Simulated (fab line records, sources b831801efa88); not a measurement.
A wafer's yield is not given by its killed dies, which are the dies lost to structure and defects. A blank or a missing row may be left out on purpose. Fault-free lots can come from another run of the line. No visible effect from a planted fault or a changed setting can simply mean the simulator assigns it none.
2 desks looking at one fault ; flow gf180mcu ; what lay behind the numbers comes last; until then each desk has only its own

== TOOL OWNER'S DESK, rieDiel-01 ==
The tool's own readings at GF_STI_ETCH_13 (etches the open film in CHF3/O2, stops on Si, target depth 282.31 nm, time 112.9 s): means of the sampled wafers that have a number, for each lot that ran on this tool. A lot is out of limits, marked OUT, if its mean lies more than 4 standard deviations from the usual mean; the brackets give that distance.
Columns: A = drypumpMotorCurrentA at GF_STI_ETCH_13, usual 5.6 A; B = oesProductAu at GF_STI_ETCH_13, usual 0.835 a.u.; C = throttleValvePct at GF_STI_ETCH_13, usual 8.812 %
lot;first seen here;A;B;C
L503;day 4 11:47;5.8;0.836;8.809
L506;day 5 01:20;6.5;0.836;8.803
L511;day 6 02:50;5.4;0.828;8.815
This desk's finding: nothing out of limits on any of the 3 lots.

== THE METROLOGY DESK ==
Means of the sampled wafers that have a number, per lot and without regard to the tool the lot ran on: this is what the gauges read. A lot is out of limits, marked OUT, if its mean lies more than 4 standard deviations from the usual mean; the brackets give that distance.
Columns: A = cdNm at GF_M3_CD_MEAS_14, usual 279.8 nm
lot;first seen here;A
L492;day 21 01:58;280.0
L494;day 22 01:12;278.3
L496;day 22 18:40;278.9
L498;day 23 15:40;278.9
L503;day 25 09:01;279.0
L504;day 25 16:08;280.7
L505;day 26 02:49;281.2
L506;day 26 05:08;278.7
L507;day 26 17:07;279.8
L511;day 27 20:55;279.3
L513;day 28 07:22;279.5
L515;day 28 22:13;280.5
This desk's finding: nothing out of limits on any of the 12 lots.

== TAKEN TOGETHER ==
Nothing out of limits was seen by the tool owner's desk.
At the metrology desk, nothing out of limits was observed.

== WHAT HAD BEEN PUT IN BY THE SIMULATOR ==
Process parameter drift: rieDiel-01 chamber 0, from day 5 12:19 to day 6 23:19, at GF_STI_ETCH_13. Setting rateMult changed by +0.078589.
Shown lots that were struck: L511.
